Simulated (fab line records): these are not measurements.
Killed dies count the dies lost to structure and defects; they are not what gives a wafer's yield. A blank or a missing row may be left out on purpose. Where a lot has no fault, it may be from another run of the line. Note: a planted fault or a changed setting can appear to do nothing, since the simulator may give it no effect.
fab line records + flow sky130
record
- lots=6
- wafers=18
- lastDay=49
route steps=708 shown CONTACT@418 METAL1@434 PAD_OPEN@708
lots untouched by any fault: they come from a run of this same line in which no faults occurred
startH: hours from the record's opening day to when the first of the lot's shown wafers began + waitH: how many hours have passed since the lot's step before this one + " same as the row above + L1.1+2: one row covering several wafers at once + - either no value or no given start + * or withheld: withheld + < > ~ a bound
route shown NAME@n: names a module that has steps shown in the file, with the first one's number in the route + usual: mean/standard deviation taken from wafers without a fault + same: alike in all rows + chamber/n: place in a boat + sites: readings site by site + _std_site: standard deviation across them + _edge_site: the outer-site mean with the inner-site mean subtracted + radiusMm: how far each site lies from the wafer's centre + mask NAME#n: copy n + behind: the most recent tool/chamber to have shaped the wafer + hold: reason for holding the lot/hours on hold/outcome of the hold + device: names the non-switching transistor (n, p or np) + end of line: the same wafers' tests at the end of the route + step lacking rows: just its recipe + killed: dies that structure and defects cost at the first sort, which is not the same as the wafer's yield + map: dies across one wafer; x = killed, . = not, _ = none there
set.NAME: the setting as run; set.NAME@STEP: as run at that earlier step + model.NAME: the simulator's own value behind a step, which no gauge read
certain route steps with their lots: each step a table, each wafer a row
services: a tool's chamber out of use, with start hour (startH, from the record's first day; less than 0 if before it), hours out, and reason
## steps
# step SKY_CONTACT_PEB_12
# recipe
- pebTempC=withheld
- pebTimeS=withheld
- resist=KrF-thick
# step SKY_CONTACT_DEVELOP_13
# recipe
- developTimeS=60
- resist=KrF-thick
- devTempC=21
# step SKY_CONTACT_CD_MEAS_14
# recipe
- targetCdNm=170
# usual
- cdNm=169.9/1.7
| lot.wafer | tool     | chamber | startH | waitH | cdNm  |
|-----------|----------|---------|--------|-------|-------|
| L325.2    | cdSem-01 | -       | 738.99 | -     | 171.1 |
| L325.4    | "        | -       | "      | "     | 171.8 |
| L325.5    | "        | -       | "      | "     | 172.2 |
| L327.2    | cdSem-02 | -       | 757.62 | -     | 168.5 |
| L327.5    | "        | -       | "      | "     | 169.3 |
| L327.6    | "        | -       | "      | "     | 170.0 |
| L334.3    | cdSem-01 | -       | 810.24 | -     | 170.9 |
| L334.4    | "        | -       | "      | "     | 169.5 |
| L334.6    | "        | -       | "      | "     | 169.9 |
| L336.1    | cdSem-01 | -       | 827.37 | -     | 171.8 |
| L336.2    | "        | -       | "      | "     | 169.9 |
| L336.6    | "        | -       | "      | "     | 170.9 |
| L339.1    | cdSem-01 | -       | 848.90 | -     | 171.2 |
| L339.2    | "        | -       | "      | "     | 171.5 |
| L339.4    | "        | -       | "      | "     | 172.2 |
| L343.1    | cdSem-01 | -       | 879.62 | -     | 169.6 |
| L343.3    | "        | -       | "      | "     | 170.8 |
| L343.6    | "        | -       | "      | "     | 172.1 |
# step SKY_CONTACT_OVL_MEAS_15
# usual
- CONTACT_OVL=2/5.1
| lot.wafer | tool       | chamber | startH | waitH | CONTACT_OVL[nm] |
|-----------|------------|---------|--------|-------|-----------------|
| L325.2    | overlay-01 | -       | 739.10 | 0.1   | 5               |
| L325.4    | "          | -       | "      | "     | 5               |
| L325.5    | "          | -       | "      | "     | 9               |
| L327.2    | overlay-02 | -       | 757.73 | 0.1   | -2              |
| L327.5    | "          | -       | "      | "     | -7              |
| L327.6    | "          | -       | "      | "     | -4              |
| L334.3    | overlay-01 | -       | 810.33 | 0.1   | 5               |
| L334.4    | "          | -       | "      | "     | -2              |
| L334.6    | "          | -       | "      | "     | 7               |
| L336.1    | overlay-01 | -       | 827.49 | 0.1   | 8               |
| L336.2    | "          | -       | "      | "     | -4              |
| L336.6    | "          | -       | "      | "     | 2               |
| L339.1    | overlay-02 | -       | 849.02 | 0.1   | 6               |
| L339.2    | "          | -       | "      | "     | 10              |
| L339.4    | "          | -       | "      | "     | 7               |
| L343.1    | overlay-02 | -       | 879.74 | 0.1   | 0               |
| L343.3    | "          | -       | "      | "     | 0               |
| L343.6    | "          | -       | "      | "     | -2              |
# step SKY_CONTACT_ETCH_16
# recipe
- chemistry=N2/H2
- target=BARC
- ionEnergyEv=200
- sourceW=500
- biasW=100
- pressureMtorr=30
- n2FlowSccm=100
- h2FlowSccm=200
- stopOn=SiO2
- timeS=45.9
- targetDepthA=600
# step SKY_CONTACT_ETCH_17
# recipe
- target=SiO2
- chemistry=C4F8/O2/Ar
- stopOn=Si3N4
- maskMaterial=KrF-thick
- sourceW=1500
- biasW=1200
- pressureMtorr=40
- c4f8FlowSccm=withheld
- O2_flow_sccm=6
- Ar_flow_sccm=300
- timeS=withheld
- targetDepthA=3400
# usual
- oesProductAu=0.891/0.0048
| lot.wafer | tool       | chamber | startH | waitH | oesProductAu |
|-----------|------------|---------|--------|-------|--------------|
| L325.2    | rieDiel-02 | 0       | 739.17 | 0.0   | 0.892        |
| L325.4    | "          | 3       | "      | "     | 0.895        |
| L325.5    | "          | 2       | "      | "     | 0.897        |
| L327.2    | rieDiel-02 | 0       | 757.80 | 0.0   | 0.896        |
| L327.5    | "          | 1       | "      | "     | 0.891        |
| L327.6    | "          | 2       | "      | "     | 0.890        |
| L334.3    | rieDiel-02 | 1       | 810.40 | 0.0   | 0.893        |
| L334.4    | "          | 0       | "      | "     | 0.895        |
| L334.6    | "          | 3       | "      | "     | 0.891        |
| L336.1    | rieDiel-04 | 2       | 827.57 | 0.0   | 0.884        |
| L336.2    | "          | 1       | "      | "     | 0.888        |
| L336.6    | "          | 2       | "      | "     | 0.893        |
| L339.1    | rieDiel-04 | 1       | 849.10 | 0.0   | 0.883        |
| L339.2    | "          | 2       | "      | "     | 0.899        |
| L339.4    | "          | 2       | "      | "     | 0.889        |
| L343.1    | rieDiel-04 | 1       | 879.82 | 0.0   | 0.893        |
| L343.3    | "          | 2       | "      | "     | 0.885        |
| L343.6    | "          | 1       | "      | "     | 0.892        |
# step SKY_CONTACT_ETCH_18
# recipe
- target=Si3N4
- chemistry=CHF3/O2
- stopOn=TiN
- sourceW=600
- biasW=200
- pressureMtorr=40
- chf3FlowSccm=50
- O2_flow_sccm=5
- timeS=39
- targetDepthA=750
# usual
- drypumpMotorCurrentA=5.7/0.54
- oesProductAu=0.853/0.0069
- throttleValvePct=8.793/0.0087
| lot.wafer | tool       | chamber | startH | waitH | drypumpMotorCurrentA | oesProductAu | rfHoursCounterH | throttleValvePct |
|-----------|------------|---------|--------|-------|----------------------|--------------|-----------------|------------------|
| L325.2    | rieDiel-02 | 0       | -      | -     | 6.4                  | 0.850        | 5               | 8.784            |
| L325.4    | "          | 3       | "      | "     | 5.4                  | 0.857        | 17              | 8.807            |
| L325.5    | "          | 2       | "      | "     | 5.7                  | 0.852        | -               | 8.794            |
| L327.2    | rieDiel-02 | 0       | -      | -     | 6.4                  | 0.834        | 6               | 8.799            |
| L327.5    | "          | 1       | "      | "     | 5.0                  | 0.848        | -               | 8.784            |
| L327.6    | "          | 2       | "      | "     | 5.7                  | 0.850        | -               | 8.774            |
| L334.3    | rieDiel-02 | 1       | -      | -     | 5.0                  | 0.842        | 16              | 8.793            |
| L334.4    | "          | 0       | "      | "     | 6.4                  | 0.855        | 8               | 8.798            |
| L334.6    | "          | 3       | "      | "     | 5.4                  | 0.858        | -               | 8.794            |
| L336.1    | rieDiel-04 | 2       | -      | -     | 5.8                  | 0.852        | 9               | 8.790            |
| L336.2    | "          | 1       | "      | "     | 5.1                  | 0.850        | 6               | 8.783            |
| L336.6    | "          | 2       | "      | "     | 5.8                  | 0.855        | -               | 8.801            |
| L339.1    | rieDiel-04 | 1       | -      | -     | 5.1                  | 0.852        | 7               | 8.795            |
| L339.2    | "          | 2       | "      | "     | 5.7                  | 0.851        | 10              | 8.800            |
| L339.4    | "          | 2       | "      | "     | 5.7                  | 0.859        | -               | 8.794            |
| L343.1    | rieDiel-04 | 1       | -      | -     | 5.2                  | 0.855        | 8               | 8.803            |
| L343.3    | "          | 2       | "      | "     | 5.7                  | 0.850        | 11              | 8.796            |
| L343.6    | "          | 1       | "      | "     | 5.1                  | 0.868        | -               | 8.786            |
# step SKY_CONTACT_STRIP_19
# recipe
- chemistry=O2/N2
- powerW=1380
- pressureMtorr=1500
- platenTempC=withheld
- o2FlowSccm=3000
- n2FlowSccm=300
- overashFraction=0.5
# usual
- drypumpMotorCurrentA=5.8/0.64
- oesProductAu=0.380/0.0047
- stripTimeToEndpointS=3.659/0.022
# same
- overashFraction=0.5
| lot.wafer | tool           | chamber | startH | waitH | drypumpMotorCurrentA | oesProductAu | rfHoursCounterH | stripTimeToEndpointS |
|-----------|----------------|---------|--------|-------|----------------------|--------------|-----------------|----------------------|
| L325.2    | plasmaAsher-04 | 1       | 739.26 | -     | 5.3                  | 0.377        | 57              | 3.659                |
| L325.4    | "              | 1       | "      | "     | 5.3                  | 0.377        | -               | 3.684                |
| L325.5    | "              | 1       | "      | "     | 5.3                  | 0.382        | -               | 3.686                |
| L327.2    | plasmaAsher-04 | 1       | 757.89 | -     | 5.3                  | 0.375        | 59              | 3.616                |
| L327.5    | "              | 1       | "      | "     | 5.3                  | 0.370        | -               | 3.664                |
| L327.6    | "              | 0       | "      | "     | 6.6                  | 0.378        | -               | 3.662                |
| L334.3    | plasmaAsher-02 | 1       | 810.52 | -     | 5.5                  | 0.381        | -               | 3.660                |
| L334.4    | "              | 0       | "      | "     | 4.9                  | 0.383        | -               | 3.673                |
| L334.6    | "              | 1       | "      | "     | 5.5                  | 0.384        | -               | 3.689                |
| L336.1    | plasmaAsher-04 | 1       | 827.66 | -     | 5.3                  | 0.380        | 66              | 3.669                |
| L336.2    | "              | 0       | "      | "     | 6.6                  | 0.375        | 66              | 3.707                |
| L336.6    | "              | 0       | "      | "     | 6.6                  | 0.386        | -               | 3.674                |
| L339.1    | plasmaAsher-04 | 0       | 849.19 | -     | 6.6                  | 0.377        | 67              | 3.671                |
| L339.2    | "              | 1       | "      | "     | 5.3                  | 0.385        | 67              | 3.649                |
| L339.4    | "              | 1       | "      | "     | 5.3                  | 0.386        | -               | 3.635                |
| L343.1    | plasmaAsher-02 | 0       | 879.91 | -     | 4.9                  | 0.387        | 45              | 3.676                |
| L343.3    | "              | 1       | "      | "     | 5.5                  | 0.382        | -               | 3.659                |
| L343.6    | "              | 1       | "      | "     | 5.5                  | 0.379        | -               | 3.698                |
# step SKY_CONTACT_STRIP_20
# recipe
- chemistry=postEtchResidueRemover
- timeS=1200
- tempC=72.5
# step SKY_CONTACT_CLEAN_21
# recipe
- chemistry=IPA
- timeS=180
- tempC=25
# step SKY_CONTACT_CLEAN_22
# recipe
- chemistry=O3/DIW
- dry=n2Spin
# step SKY_CONTACT_SPUTTER_23
# recipe
- material=TiN
- targetThkNm=20
- chamberPressurePa=5
- powerW=4000
- timeS=80
# usual
- throttleValvePct=29.7/0.92
| lot.wafer | tool          | chamber | startH | waitH | throttleValvePct |
|-----------|---------------|---------|--------|-------|------------------|
| L325.2    | pvdSputter-03 | -       | 739.85 | 0.0   | 28.2             |
| L325.4    | "             | -       | "      | "     | 29.8             |
| L325.5    | "             | -       | "      | "     | 29.6             |
| L327.2    | pvdSputter-04 | -       | 758.88 | 0.0   | 29.7             |
| L327.5    | "             | -       | "      | "     | 29.5             |
| L327.6    | "             | -       | "      | "     | 29.0             |
| L334.3    | pvdSputter-03 | -       | 811.08 | 0.0   | 29.8             |
| L334.4    | "             | -       | "      | "     | 28.1             |
| L334.6    | "             | -       | "      | "     | 28.5             |
| L336.1    | pvdSputter-03 | -       | 828.30 | 0.0   | 28.4             |
| L336.2    | "             | -       | "      | "     | 29.6             |
| L336.6    | "             | -       | "      | "     | 28.2             |
| L339.1    | pvdSputter-01 | -       | 849.79 | 0.0   | 29.2             |
| L339.2    | "             | -       | "      | "     | 30.8             |
| L339.4    | "             | -       | "      | "     | 30.5             |
| L343.1    | pvdSputter-03 | -       | 880.59 | 0.0   | 29.8             |
| L343.3    | "             | -       | "      | "     | 30.0             |
| L343.6    | "             | -       | "      | "     | 29.6             |
# step SKY_CONTACT_CVD_24
# recipe
- material=W
- targetThkNm=340
- timeS=102.12
- tempC=400
- pressureTorr=40
# usual
- heaterPowerOuterW=561/33
- heaterPowerW=901/100
| lot.wafer | tool    | chamber | startH | waitH | heaterPowerOuterW | heaterPowerW | model.W_of_CONTACT_CVD_24.thkNm |
|-----------|---------|---------|--------|-------|-------------------|--------------|---------------------------------|
| L325.2    | cvdW-01 | 0       | 739.91 | 0.0   | 570               | 955          | 346.4                           |
| L325.4    | "       | 1       | "      | "     | 511               | 800          | 333.2                           |
| L325.5    | "       | 0       | "      | "     | 573               | 957          | 343.1                           |
| L327.2    | cvdW-02 | 1       | 758.95 | 0.0   | 602               | 1044         | 339.5                           |
| L327.5    | "       | 0       | "      | "     | 528               | 791          | 337.9                           |
| L327.6    | "       | 1       | "      | "     | 603               | 1008         | 339.5                           |
| L334.3    | cvdW-01 | 1       | 811.18 | 0.1   | 522               | 799          | 257.2                           |
| L334.4    | "       | 0       | "      | "     | 590               | 940          | 260.6                           |
| L334.6    | "       | 0       | "      | "     | 568               | 968          | 264.8                           |
| L336.1    | cvdW-01 | 1       | 828.36 | 0.0   | 544               | 803          | 254.5                           |
| L336.2    | "       | 0       | "      | "     | 579               | 955          | 255.3                           |
| L336.6    | "       | 1       | "      | "     | 520               | 807          | 252.6                           |
| L339.1    | cvdW-02 | 1       | 849.85 | 0.0   | 615               | 1030         | 339.3                           |
| L339.2    | "       | 0       | "      | "     | 529               | 790          | 337                             |
| L339.4    | "       | 0       | "      | "     | 546               | 779          | 336.9                           |
| L343.1    | cvdW-02 | 0       | 880.65 | 0.0   | 547               | 806          | 335                             |
| L343.3    | "       | 1       | "      | "     | 632               | 1077         | 334.6                           |
| L343.6    | "       | 1       | "      | "     | 602               | 1024         | 334.6                           |
# step SKY_CONTACT_RS_MEAS_25
# recipe
- thkMeasGauge=four-point-probe
- reads=W_of_CONTACT_CVD_24+TiN_of_CONTACT_SPUTTER_23
# usual
- CONTACT_W_RS=0.339/0.0048
| lot.wafer | tool         | chamber | startH | waitH | CONTACT_W_RS[ohm/sq] |
|-----------|--------------|---------|--------|-------|----------------------|
| L325.2    | filmMetro-04 | -       | 740.04 | 0.1   | 0.332                |
| L325.4    | "            | -       | "      | "     | 0.345                |
| L325.5    | "            | -       | "      | "     | 0.335                |
| L327.2    | filmMetro-03 | -       | 759.08 | 0.1   | 0.338                |
| L327.5    | "            | -       | "      | "     | 0.339                |
| L327.6    | "            | -       | "      | "     | 0.338                |
| L334.3    | filmMetro-04 | -       | 811.29 | 0.1   | 0.450                |
| L334.4    | "            | -       | "      | "     | 0.444                |
| L334.6    | "            | -       | "      | "     | 0.437                |
| L336.1    | filmMetro-03 | -       | 828.47 | 0.1   | 0.452                |
| L336.2    | "            | -       | "      | "     | 0.450                |
| L336.6    | "            | -       | "      | "     | 0.455                |
| L339.1    | filmMetro-04 | -       | 849.96 | 0.1   | 0.339                |
| L339.2    | "            | -       | "      | "     | 0.341                |
| L339.4    | "            | -       | "      | "     | 0.341                |
| L343.1    | filmMetro-04 | -       | 880.76 | 0.1   | 0.343                |
| L343.3    | "            | -       | "      | "     | 0.343                |
| L343.6    | "            | -       | "      | "     | 0.344                |
# step SKY_CONTACT_THK_MEAS_26
# recipe
- thkMeasGauge=xrf
- reads=W_of_CONTACT_CVD_24
# usual
- CONTACT_W_THK=342/5
| lot.wafer | tool         | chamber | startH | waitH | CONTACT_W_THK[nm] |
|-----------|--------------|---------|--------|-------|-------------------|
| L325.2    | filmMetro-04 | -       | 740.15 | 0.1   | 352               |
| L325.4    | "            | -       | "      | "     | 339               |
| L325.5    | "            | -       | "      | "     | 349               |
| L327.2    | filmMetro-03 | -       | 759.19 | 0.1   | 343               |
| L327.5    | "            | -       | "      | "     | 342               |
| L327.6    | "            | -       | "      | "     | 342               |
| L334.3    | filmMetro-04 | -       | 811.39 | 0.1   | 261               |
| L334.4    | "            | -       | "      | "     | 263               |
| L334.6    | "            | -       | "      | "     | 268               |
| L336.1    | filmMetro-03 | -       | 828.59 | 0.1   | 255               |
| L336.2    | "            | -       | "      | "     | 257               |
| L336.6    | "            | -       | "      | "     | 253               |
| L339.1    | filmMetro-04 | -       | 850.08 | 0.1   | 344               |
| L339.2    | "            | -       | "      | "     | 341               |
| L339.4    | "            | -       | "      | "     | 342               |
| L343.1    | filmMetro-04 | -       | 880.88 | 0.1   | 340               |
| L343.3    | "            | -       | "      | "     | 341               |
| L343.6    | "            | -       | "      | "     | 343               |
# step SKY_CONTACT_CMP_27
# recipe
- stopOn=SiO2
- tOverpolishS=15
- downForcePsi=3.5
- platenRpm=60
- targetThkNm=0
- padVelocityMS=0.94248
# usual
- edgeZonePressureFrac=1.000/0.0047
- motorCurrentA=11.4/0.99
- platenRpm=59.99/0.042
- timeToEndpointS=81.4/2.8
| lot.wafer | tool   | chamber | startH | waitH | edgeZonePressureFrac | motorCurrentA | platenRpm | timeToEndpointS |
|-----------|--------|---------|--------|-------|----------------------|---------------|-----------|-----------------|
| L325.2    | cmp-01 | 0       | 740.25 | 0.1   | 0.998                | 11.1          | 60.04     | 82.7            |
| L325.4    | "      | 2       | "      | "     | 0.998                | 10.2          | 60.00     | 79.5            |
| L325.5    | "      | 3       | "      | "     | 1.004                | 13.0          | 59.98     | 83.0            |
| L327.2    | cmp-01 | 0       | 759.29 | 0.1   | 1.000                | 11.6          | 60.02     | 78.0            |
| L327.6    | "      | 3       | "      | "     | 1.001                | 12.4          | 59.97     | 78.5            |
| L327.5    | "      | 0       | "      | "     | 0.997                | 11.4          | 59.95     | 79.5            |
| L334.3    | cmp-01 | 3       | 811.43 | 0.0   | 1.002                | 12.5          | 60.01     | 65.8            |
| L334.4    | "      | 1       | "      | "     | 1.000                | 11.4          | 59.97     | 63.6            |
| L334.6    | "      | 0       | "      | "     | 0.998                | 11.3          | 60.01     | 63.9            |
| L336.2    | cmp-02 | 1       | 828.75 | 0.1   | 1.000                | 12.6          | 60.04     | 65.2            |
| L336.1    | "      | 2       | "      | "     | 0.994                | 9.2           | 60.01     | 62.8            |
| L336.6    | "      | 0       | "      | "     | 0.997                | 11.9          | 60.04     | 61.3            |
| L339.2    | cmp-02 | 2       | 850.14 | 0.0   | 0.993                | 9.3           | 60.00     | 82.4            |
| L339.4    | "      | 3       | "      | "     | 0.994                | 10.4          | 59.99     | 85.4            |
| L339.1    | "      | 1       | "      | "     | 1.002                | 12.3          | 60.01     | 82.5            |
| L343.1    | cmp-01 | 0       | 881.04 | 0.1   | 0.999                | 11.6          | 60.00     | 79.8            |
| L343.3    | "      | 1       | "      | "     | 1.009                | 11.9          | 60.05     | 82.1            |
| L343.6    | "      | 2       | "      | "     | 0.999                | 10.4          | 59.89     | 79.9            |
# step SKY_METAL1_SPUTTER_00
# recipe
- material=Ti
- targetThkNm=15
- powerW=3000
- timeS=10
- chamberPressurePa=0.4
# usual
- throttleValvePct=30.0/0.88
| lot.wafer | tool          | chamber | startH | waitH | throttleValvePct |
|-----------|---------------|---------|--------|-------|------------------|
| L325.2    | pvdSputter-01 | -       | 740.50 | 0.2   | 30.4             |
| L325.4    | "             | -       | "      | "     | 30.5             |
| L325.5    | "             | -       | "      | "     | 30.5             |
| L327.2    | pvdSputter-02 | -       | 759.54 | 0.2   | 30.6             |
| L327.5    | "             | -       | "      | "     | 29.7             |
| L327.6    | "             | -       | "      | "     | 30.7             |
| L334.3    | pvdSputter-03 | -       | 811.73 | 0.2   | 29.5             |
| L334.4    | "             | -       | "      | "     | 30.0             |
| L334.6    | "             | -       | "      | "     | 29.7             |
| L336.1    | pvdSputter-03 | -       | 828.95 | 0.1   | 29.7             |
| L336.2    | "             | -       | "      | "     | 29.9             |
| L336.6    | "             | -       | "      | "     | 29.8             |
| L339.1    | pvdSputter-02 | -       | 850.44 | 0.1   | 29.6             |
| L339.2    | "             | -       | "      | "     | 32.1             |
| L339.4    | "             | -       | "      | "     | 29.2             |
| L343.1    | pvdSputter-02 | -       | 881.24 | 0.1   | 29.3             |
| L343.3    | "             | -       | "      | "     | 29.8             |
| L343.6    | "             | -       | "      | "     | 29.1             |
# step SKY_PAD_OPEN_PROBE_99
# usual
- killed_at_M0_to_M3=44/6.2
- killed_at_M4_up=3.3/1.7
- killedAtContacts=24/4.9
- killedAtFrontEnd=16/5
- killedAtOther=0.3/0.48
- killedDies=88/9
- killedOpen=48/7
- killedShort=39/6.1
# same
- grossDies=492
- killedAtBackSide=0
| lot.wafer | tool      | chamber | startH  | waitH | killed_at_M0_to_M3 | killed_at_M4_up | killedAtContacts | killedAtFrontEnd | killedAtOther | killedDies | killedOpen | killedShort |
|-----------|-----------|---------|---------|-------|--------------------|-----------------|------------------|------------------|---------------|------------|------------|-------------|
| L325.5    | prober-01 | -       | 1081.82 | 0.2   | 28                 | 2               | 21               | 16               | 0             | 67         | 37         | 30          |
| L327.6    | prober-01 | -       | 1090.83 | 0.2   | 37                 | 3               | 22               | 16               | 1             | 79         | 46         | 28          |
| L334.3    | prober-02 | -       | 1133.36 | 0.2   | 45                 | 3               | 25               | 14               | 0             | 87         | 53         | 33          |
| L334.4    | prober-02 | -       | 1133.41 | 0.2   | 49                 | 2               | 23               | 19               | 0             | 93         | 44         | 48          |
| L334.6    | prober-02 | -       | 1133.51 | 0.2   | 34                 | 5               | 28               | 12               | 0             | 79         | 41         | 37          |
| L339.2    | prober-01 | -       | 1160.37 | 0.1   | 35                 | 4               | 19               | 21               | 0             | 79         | 43         | 35          |
| L343.1    | prober-01 | -       | 1187.27 | 0.1   | 53                 | 3               | 16               | 8                | 0             | 80         | 38         | 40          |
| L343.3    | prober-01 | -       | 1187.37 | 0.2   | 52                 | 0               | 37               | 14               | 0             | 103        | 55         | 48          |
# killed by level:class
L325.5 CONTACT:geometricParticle:open=10 VIA2:geometricParticle:open=8 FIELD_ISO:geometricParticle:short=5 FIELD_ISO:geometricParticle:open=5 CONTACT:geometricParticle:short=5 VIA1:geometricParticle:open=4 VIA3:geometricParticle:short=3 POLY_GATE:geometricParticle:open=3
L327.6 VIA1:geometricParticle:open=10 FIELD_ISO:geometricParticle:open=7 CONTACT:geometricParticle:open=6 LI_CONTACT:geometricParticle:open=6 METAL1:geometricParticle:short=6 VIA3:geometricParticle:open=6 VIA2:geometricParticle:open=4 FIELD_ISO:geometricParticle:short=3
L334.3 VIA1:geometricParticle:open=13 VIA3:geometricParticle:open=12 CONTACT:geometricParticle:open=11 LOCAL_INTERCONNECT:geometricParticle:short=5 VIA1:geometricParticle:short=5 FIELD_ISO:geometricParticle:open=4 POLY_GATE:geometricParticle:short=4 CONTACT:geometricParticle:short=4
L334.4 VIA1:geometricParticle:open=11 VIA3:geometricParticle:open=8 VIA2:geometricParticle:open=7 CONTACT:geometricParticle:short=7 VIA2:geometricParticle:short=6 CONTACT:geometricParticle:open=5 METAL2:geometricParticle:short=5 FIELD_ISO:geometricParticle:short=4
L334.6 VIA2:geometricParticle:open=9 CONTACT:geometricParticle:open=9 LI_CONTACT:geometricParticle:open=7 VIA3:geometricParticle:open=7 METAL4:geometricParticle:short=5 LOCAL_INTERCONNECT:geometricParticle:short=5 VIA1:geometricParticle:open=5 CONTACT:geometricParticle:short=4
L339.2 LI_CONTACT:geometricParticle:open=9 FIELD_ISO:geometricParticle:short=7 METAL2:geometricParticle:short=6 VIA3:geometricParticle:open=6 FIELD_ISO:geometricParticle:open=5 CONTACT:geometricParticle:open=5 VIA1:geometricParticle:open=5 POLY_GATE:geometricParticle:open=4
L343.1 VIA2:geometricParticle:open=12 METAL1:geometricParticle:short=9 LI_CONTACT:geometricParticle:open=7 VIA1:geometricParticle:short=6 VIA3:geometricParticle:open=6 VIA2:geometricParticle:short=5 METAL2:geometricParticle:short=5 VIA1:geometricParticle:open=4
L343.3 VIA2:geometricParticle:open=13 CONTACT:geometricParticle:short=10 CONTACT:geometricParticle:open=10 VIA1:geometricParticle:open=9 METAL1:geometricParticle:short=8 LOCAL_INTERCONNECT:geometricParticle:short=8 POLY_GATE:geometricParticle:open=5 LI_CONTACT:geometricParticle:short=5
## services
| tool           | chamber | startH | hours | kind   |
|----------------|---------|--------|-------|--------|
| rieDiel-02     | 3       | 715.83 | 10.1  | repair |
| cmp-01         | -       | 726.77 | 2.1   | repair |
| rieDiel-02     | 2       | 731.36 | 3.7   | repair |
| cmp-02         | -       | 739.39 | 1.2   | repair |
| cmp-02         | -       | 740.82 | 0.4   | repair |
| cmp-02         | -       | 744.00 | 4.0   | pm     |
| cmp-02         | -       | 751.46 | 6.3   | pm     |
| pvdSputter-03  | -       | 761.98 | 3.0   | repair |
| cmp-01         | -       | 762.72 | 8.1   | pm     |
| plasmaAsher-04 | -       | 766.47 | 1.9   | repair |
| cvdW-02        | -       | 766.62 | 2.8   | pm     |
| rieDiel-04     | 1       | 768.69 | 6.8   | repair |
| cvdW-01        | -       | 774.73 | 0.7   | repair |
| rieDiel-04     | 2       | 777.00 | 13.1  | repair |
| cmp-02         | -       | 784.70 | 2.3   | repair |
| pvdSputter-02  | -       | 794.24 | 9.0   | repair |
| cmp-01         | -       | 806.47 | 1.4   | repair |
| cvdW-01        | 1       | 816.50 | 5.7   | repair |
| rieDiel-02     | 2       | 818.28 | 4.8   | repair |
| cvdW-01        | -       | 830.44 | 5.0   | repair |
| rieDiel-04     | 1       | 832.15 | 3.6   | repair |
| rieDiel-04     | 3       | 832.53 | 5.7   | repair |
| cvdW-01        | 1       | 842.17 | 4.9   | repair |
| cmp-01         | -       | 843.55 | 3.4   | repair |
## key
firstSign
- step=SKY_CONTACT_RS_MEAS_25
- reading=CONTACT_W_RS
- direction=up
- sigmas=23
- usual=0.339
- struck=0.448
effect
- step=SKY_CONTACT_THK_MEAS_26
- reading=CONTACT_W_THK
- direction=down
- sigmas=17
- usual=342
- struck=260
effect
- step=SKY_CONTACT_CMP_27
- reading=timeToEndpointS
- direction=down
- sigmas=6.3
- usual=*
- struck=*
modelEffect
- step=SKY_CONTACT_CVD_24
- value=W_of_CONTACT_CVD_24.thkNm
- without=340.1
- struck=257.5
metAt SKY_CONTACT_CVD_24
struckWafers L334.3,L334.4,L334.6,L336.1,L336.2,L336.6
testerLeftOut L334,L336
onsetBetween 739.91 811.18
fault
- kind=processParameterDrift
- tool=cvdW-01
- chamber=-
- onsetH=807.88
- steps=SKY_CONTACT_CVD_24
- channel=targetThkNm
- offset=-81.925
- shape=step
- endH=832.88
- actsIn=theseRecipesOnly
- stated=340
# testerLeftOut: of these lots the tester's yield and bins aren't shown, on N5 and GAA mostly nor the transistor test; their killed dies are dies lost to structure and defects alone, not to doping, threshold or leakage, so they don't give the yield
